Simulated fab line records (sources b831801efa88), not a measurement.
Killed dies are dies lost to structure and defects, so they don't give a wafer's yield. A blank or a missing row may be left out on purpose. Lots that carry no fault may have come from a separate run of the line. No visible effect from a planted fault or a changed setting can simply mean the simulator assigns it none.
Which tool did it? ; flow gf180mcu ; 33 wafers from 11 lots sampled at 5 of the route's 602 steps

WHAT THE GAUGES READ, wafer by wafer
GF_POLY_GATE_THK_MEAS_01. Usual: POLY_GATE_CVD_00_THK 200.4 nm, standard deviation 2.6.
lot;measured;on;POLY_GATE_CVD_00_THK (nm);flag
L702;day 8 22:57;film-metro-03;199.4 199.9 200.0;
L704;day 9 13:56;film-metro-03;202.8 201.9 201.9;
L707;day 10 10:11;film-metro-04;201.2 200.4 200.3;
L709;day 11 01:04;film-metro-03;200.6 199.6 198.5;
L710;day 11 09:25;film-metro-03;196.4 197.1 198.3;
L711;day 11 17:32;film-metro-02;203.9 201.5 203.2;
L712;day 12 00:21;film-metro-04;201.1 201.6 201.3;
L713;day 12 07:59;film-metro-03;201.8 201.7 201.2;
L716;day 13 04:11;film-metro-04;197.5 198.2 199.2;
L719;day 14 01:02;film-metro-03;200.1 199.7 200.2;
L721;day 14 12:13;film-metro-02;203.6 203.2 203.7;

GF_HV_LDD_CD_MEAS_31: target cd 400 nm. Usual: cd-nm reads 400.0 nm (standard deviation 1.8).
lot;measured;on;cd-nm (nm);flag
L702;day 12 01:23;cd-sem-02;400.9 403.0 400.7;
L704;day 12 16:29;cd-sem-01;402.4 400.2 401.6;
L707;day 13 16:44;cd-sem-02;398.5 399.6 398.8;
L709;day 14 10:04;cd-sem-02;399.2 398.2 395.5;
L710;day 14 19:23;cd-sem-01;408.8 408.8 409.0;OFF
L711;day 15 05:21;cd-sem-02;400.4 399.7 399.2;
L712;day 15 11:44;cd-sem-02;408.0 410.0 407.8;OFF
L713;day 15 19:34;cd-sem-02;400.7 398.8 398.8;
L716;day 16 19:47;cd-sem-02;401.4 399.4 402.8;
L719;day 17 17:58;cd-sem-02;400.0 400.3 400.3;
L721;day 18 08:10;cd-sem-02;397.2 398.3 396.8;

TOOL THAT RAN EACH LOT (tool first, then ch and the chambers of the sampled wafers, then the start)
lot;GF_POLY_GATE_ETCH_12;GF_POLY_GATE_ETCH_13;GF_HV_LDD_COAT_26
L702;rie-diel-03 ch 2,3, day 9 16:30;rie-si-01 ch 0,1, day 9 16:33;litho-track-04 ch 0, day 11 15:59
L704;rie-diel-04 ch 2,3, day 10 07:24;rie-si-02 ch 0,1,2, day 10 07:27;litho-track-04 ch 0, day 12 06:50
L707;rie-diel-02 ch 0,2, day 11 05:12;rie-si-01 ch 0,2, day 11 05:15;litho-track-04 ch 0, day 13 07:02
L709;rie-diel-03 ch 0,1, day 11 20:24;rie-si-02 ch 0,1,2, day 11 20:27;litho-track-04 ch 0, day 13 23:40
L710;rie-diel-02 ch 1,2,3, day 12 04:00;rie-si-01 ch 1,2,3, day 12 04:03;litho-track-04 ch 0, day 14 09:20
L711;rie-diel-02 ch 0,1, day 12 12:45;rie-si-01 ch 0,1,2, day 12 12:48;litho-track-03 ch 0, day 14 18:07
L712;rie-diel-04 ch 0,1,2, day 12 19:50;rie-si-02 ch 0,1,3, day 12 19:53;litho-track-04 ch 0, day 15 00:56
L713;rie-diel-04 ch 2,3, day 13 03:32;rie-si-02 ch 0,2,3, day 13 03:35;litho-track-03 ch 0, day 15 09:04
L716;rie-diel-04 ch 0,1,3, day 13 23:41;rie-si-01 ch 0,1,3, day 13 23:44;litho-track-03 ch 0, day 16 08:41
L719;rie-diel-03 ch 0,1,3, day 14 21:20;rie-si-02 ch 2,3, day 14 21:23;litho-track-01 ch 0, day 17 06:17
L721;rie-diel-02 ch 0,1,3, day 15 09:30;rie-si-01 ch 0,1,3, day 15 09:33;litho-track-04 ch 0, day 17 20:08
- GF_POLY_GATE_ETCH_12: etches BARC in N2/H2.
- GF_POLY_GATE_ETCH_13: etches poly-Si in HBr/Cl2, stops on SiO2, target depth 198.5 nm, time 69.6 s.
- GF_HV_LDD_COAT_26: resist thk 1000 nm.

AS READ BY THE TOOLS THEMSELVES (means over the sampled wafers that have a number; for cases with no such wafer, the mark the record gives instead)
GF_POLY_GATE_ETCH_12. Usual: drypump-motor-current-A 5.6 A, standard deviation 0.57; oes-product-au 0.735 a.u., standard deviation 0.0045; rf-fwd-power-W 495.7 W, standard deviation 1.9; throttle-valve-pct 13.214 %, standard deviation 0.0081.
lot;tool;drypump-motor-current-A (A);oes-product-au (a.u.);rf-fwd-power-W (W);throttle-valve-pct (%);flag
L702;rie-diel-03;6.2;0.739;495.7;13.212;
L704;rie-diel-04;4.8;0.737;494.0;13.220;
L707;rie-diel-02;5.4;0.735;496.4;13.219;
L709;rie-diel-03;6.1;0.739;496.1;13.213;
L710;rie-diel-02;5.3;0.735;496.1;13.214;
L711;rie-diel-02;5.4;0.736;495.3;13.219;
L712;rie-diel-04;5.2;0.737;494.3;13.213;
L713;rie-diel-04;4.8;0.731;494.6;13.207;
L716;rie-diel-04;5.2;0.731;496.5;13.218;
L719;rie-diel-03;6.1;0.735;498.0;13.209;
L721;rie-diel-02;5.6;0.736;496.2;13.208;

GF_POLY_GATE_ETCH_13. Usual: drypump-motor-current-A 5.8 A, standard deviation 0.32; oes-product-au 0.990 a.u., standard deviation 0.0074; rf-fwd-power-W 397.3 W, standard deviation 1.3; throttle-valve-pct 33.685 %, standard deviation 0.0089.
lot;tool;drypump-motor-current-A (A);oes-product-au (a.u.);rf-fwd-power-W (W);throttle-valve-pct (%);flag
L702;rie-si-01;5.7;0.982;397.2;33.690;
L704;rie-si-02;5.6;0.996;397.8;33.688;
L707;rie-si-01;6.2;0.995;396.3;33.686;
L709;rie-si-02;5.6;0.986;397.5;33.684;
L710;rie-si-01;5.8;0.985;397.0;33.683;
L711;rie-si-01;5.9;0.996;397.0;33.678;
L712;rie-si-02;5.7;0.998;396.7;33.684;
L713;rie-si-02;5.9;0.988;399.0;33.690;
L716;rie-si-01;5.8;0.988;397.1;33.674;
L719;rie-si-02;5.8;0.987;397.9;33.682;
L721;rie-si-01;5.8;0.998;398.6;33.691;

THE ANSWER, worked out from the rows above alone
Rule: lot off if the mean of its wafers having a number is beyond 3 standard deviations from the usual mean. Also off: a lot with no number at a reading for which 4 or more lots have one. The other lots that the step has rows for count as sound. After the gauges, taken in route order, come the tools' own readings; for these a lot's mean is taken, as printed above. At the first step where some lot is off, the reading lying furthest off is the one used; lots without a number count as furthest.
Off: L710, L712 (GF_HV_LDD_CD_MEAS_31, cd-nm).
A tool fits if, at a process step before that reading, it ran every lot that is off, and no sound lot after the first of them. Gauges at GF_HV_LDD_CD_MEAS_31: tried the same way as those tools. No candidate that was tried fits.

WHAT THE SIMULATOR HAD PUT IN
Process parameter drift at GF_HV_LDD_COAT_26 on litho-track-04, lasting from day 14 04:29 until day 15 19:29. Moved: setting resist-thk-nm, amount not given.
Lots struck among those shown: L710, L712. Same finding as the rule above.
